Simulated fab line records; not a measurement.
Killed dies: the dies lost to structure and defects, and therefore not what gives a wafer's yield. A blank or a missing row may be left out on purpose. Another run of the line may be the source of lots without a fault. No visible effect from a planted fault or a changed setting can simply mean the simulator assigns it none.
Which tool was responsible? | flow sky130 | 13 lots, 39 wafers sampled, at 5 steps of a route of 708

WHAT THE GAUGES SHOWED, per wafer
SKY_VT_ADJUST_NCORE_CD_MEAS_07: the cd target is 380 nm. Usual: cdNm 379.6 nm, standard deviation 2.4.
lot  | measured     | on       | cdNm (nm)         | flag
L370 | day 8 23:01  | cdSem-02 | 379.7 378.7 378.7 | 
L371 | day 9 04:25  | cdSem-01 | 379.2 380.8 379.2 | 
L372 | day 9 10:58  | cdSem-02 | 383.5 383.9 382.8 | 
L373 | day 9 18:21  | cdSem-01 | 376.5 378.3 376.9 | 
L374 | day 10 03:49 | cdSem-02 | 374.4 372.4 376.9 | 
L376 | day 10 13:38 | cdSem-02 | 381.8 381.4 379.5 | 
L377 | day 10 21:29 | cdSem-02 | 373.2 374.4 377.0 | 
L378 | day 11 04:49 | cdSem-01 | 381.6 379.5 381.0 | 
L380 | day 11 16:34 | cdSem-02 | 379.4 381.0 380.3 | 
L383 | day 12 12:28 | cdSem-02 | 379.8 381.3 378.4 | 
L391 | day 15 04:25 | cdSem-02 | 379.7 379.1 378.2 | 
L392 | day 15 06:07 | cdSem-01 | 380.0 381.5 381.1 | 
L393 | day 15 09:08 | cdSem-01 | 379.6 377.2 378.6 | 

SKY_SONOS_ONO_THK_MEAS_01. Usual: SONOS_ONO_OXIDATION_THK gives 2.59 nm (standard deviation 0.055).
lot  | measured     | on           | SONOS_ONO_OXIDATION_THK (nm) | flag
L370 | day 11 21:35 | filmMetro-04 | 2.60 2.61 2.61               | 
L371 | day 12 03:23 | filmMetro-02 | 2.62 2.58 2.52               | 
L372 | day 12 11:36 | filmMetro-03 | 2.63 2.64 2.66               | 
L373 | day 12 18:59 | filmMetro-04 | 2.64 2.57 2.63               | 
L374 | day 13 07:19 | filmMetro-03 | 2.65 2.61 2.62               | 
L376 | day 13 18:22 | filmMetro-04 | 2.57 2.56 2.67               | 
L377 | day 14 05:03 | filmMetro-04 | 2.60 2.64 2.52               | 
L378 | day 14 12:19 | filmMetro-04 | 2.51 2.47 2.44               | 
L380 | day 14 23:11 | filmMetro-03 | 2.64 2.67 2.68               | 
L383 | day 15 22:53 | filmMetro-04 | 2.72 2.67 2.70               | 
L391 | day 18 23:44 | filmMetro-02 | 2.63 2.56 2.59               | 
L392 | day 19 01:40 | filmMetro-04 | 2.61 2.53 2.62               | 
L393 | day 19 04:31 | filmMetro-02 | 2.52 2.61 2.51               | 

SKY_SONOS_ONO_THK_MEAS_03. Usual: SONOS_ONO_CVD_02_THK gives 10.62 nm (standard deviation 0.16).
lot  | measured     | on           | SONOS_ONO_CVD_02_THK (nm) | flag
L370 | day 11 22:41 | filmMetro-02 | 10.66 10.52 10.63         | 
L371 | day 12 05:39 | filmMetro-02 | 10.62 10.75 10.66         | 
L372 | day 12 15:50 | filmMetro-04 | 10.76 10.72 10.86         | 
L373 | day 12 21:22 | filmMetro-02 | 10.45 10.53 10.54         | 
L374 | day 13 09:32 | filmMetro-04 | 10.62 10.43 10.40         | 
L376 | day 13 19:28 | filmMetro-02 | 10.78 10.82 10.80         | 
L377 | day 14 06:10 | filmMetro-02 | 10.83 10.81 10.72         | 
L378 | day 14 14:31 | filmMetro-04 | 10.68 10.75 10.71         | 
L380 | day 15 02:31 | filmMetro-02 | 10.33 10.52 10.37         | 
L383 | day 16 05:35 | filmMetro-02 | 11.27 11.20 11.17         | OFF
L391 | day 19 00:51 | filmMetro-02 | 10.76 10.73 10.64         | 
L392 | day 19 04:10 | filmMetro-03 | 10.57 10.61 10.51         | 
L393 | day 19 06:34 | filmMetro-02 | 10.63 10.72 10.81         | 

SKY_GATE_OXIDE_THK_MEAS_02. Usual: GATE_OXIDE_OXIDATION_00_THK gives 10.19 nm (standard deviation 0.21).
lot  | measured     | on           | GATE_OXIDE_OXIDATION_00_THK (nm) | flag
L370 | day 13 03:05 | filmMetro-01 | 9.93 10.16 10.12                 | 
L371 | day 13 11:50 | filmMetro-03 | 10.45 10.39 10.36                | 
L372 | day 13 21:43 | filmMetro-02 | 9.85 9.93 9.79                   | 
L373 | day 14 04:00 | filmMetro-03 | 9.92 10.03 9.76                  | 
L374 | day 14 15:07 | filmMetro-02 | 10.22 10.06 10.02                | 
L376 | day 15 01:20 | filmMetro-03 | 10.10 10.12 10.08                | 
L377 | day 15 13:13 | filmMetro-02 | 10.38 10.11 10.26                | 
L378 | day 15 22:50 | filmMetro-02 | 10.17 10.33 9.94                 | 
L380 | day 16 10:46 | filmMetro-02 | 10.34 10.51 10.35                | 
L383 | day 17 14:07 | filmMetro-03 | 10.11 10.33 10.26                | 
L391 | day 20 13:07 | filmMetro-01 | 10.33 10.30 10.23                | 
L392 | day 20 15:01 | filmMetro-03 | 9.89 9.84 9.85                   | 
L393 | day 20 18:26 | filmMetro-02 | 10.34 10.61 10.54                | 

TOOL THAT RAN EACH LOT (tool first, then ch and the chambers of the sampled wafers, then the start)
lot  | SKY_SONOS_ONO_CVD_02
L370 | lpcvd-02 ch 0, day 11 21:38
L371 | lpcvd-02 ch 1, day 12 04:36
L372 | lpcvd-02 ch 1, day 12 14:16
L373 | lpcvd-02 ch 0, day 12 20:19
L374 | lpcvd-02 ch 1, day 13 08:29
L376 | lpcvd-02 ch 0, day 13 18:24
L377 | lpcvd-02 ch 0, day 14 05:05
L378 | lpcvd-02 ch 0, day 14 13:28
L380 | lpcvd-02 ch 1, day 15 01:28
L383 | lpcvd-02 ch 0, day 16 04:32
L391 | lpcvd-02 ch 1, day 18 23:48
L392 | lpcvd-02 ch 1, day 19 03:05
L393 | lpcvd-02 ch 1, day 19 05:30
- SKY_SONOS_ONO_CVD_02: deposits Si3N4 from DCS/NH3, target thk 10.5 nm, time 180 s.

WHAT THE TOOLS THEMSELVES READ (means of the sampled wafers that have a number; where no wafer has one, the mark that the record gives instead)
SKY_SONOS_ONO_CVD_02. Usual: pressureMtorr 250.0 mTorr, standard deviation 0.47.
lot  | tool     | pressureMtorr (mTorr) | flag
L370 | lpcvd-02 | 250.6                 | 
L371 | lpcvd-02 | 250.2                 | 
L372 | lpcvd-02 | 249.9                 | 
L373 | lpcvd-02 | 250.5                 | 
L374 | lpcvd-02 | 250.7                 | 
L376 | lpcvd-02 | 249.7                 | 
L377 | lpcvd-02 | 250.2                 | 
L378 | lpcvd-02 | 249.8                 | 
L380 | lpcvd-02 | 249.8                 | 
L383 | lpcvd-02 | 300.0                 | OFF
L391 | lpcvd-02 | 250.4                 | 
L392 | lpcvd-02 | 249.6                 | 
L393 | lpcvd-02 | 249.9                 | 

THE ANSWER, worked out from the rows above alone
Rule: a lot counts as off when the mean over its wafers that have a number is more than 3 standard deviations away from the usual mean. A lot without any number at a reading at which 4 lots or more have one is off too. Any other lot the step has rows for is counted as sound. After the gauges, taken in route order, come the tools' own readings; for these a lot's mean is taken, as printed above. The first step at which some lot is off is used, and at that step the reading that is off furthest; a lot without a number counts as furthest.
Off: at SKY_SONOS_ONO_THK_MEAS_03 (SONOS_ONO_CVD_02_THK), L383.
A tool fits if, at a process step before that reading, it ran every lot that is off, and no sound lot after the first of them. The gauges at SKY_SONOS_ONO_THK_MEAS_03 aren't tried: what is off there is off at SKY_SONOS_ONO_CVD_02 too, on other tools, and a gauge's error can't cause that. Not one of the candidates tried fits.

WHAT THE SIMULATOR PUT IN
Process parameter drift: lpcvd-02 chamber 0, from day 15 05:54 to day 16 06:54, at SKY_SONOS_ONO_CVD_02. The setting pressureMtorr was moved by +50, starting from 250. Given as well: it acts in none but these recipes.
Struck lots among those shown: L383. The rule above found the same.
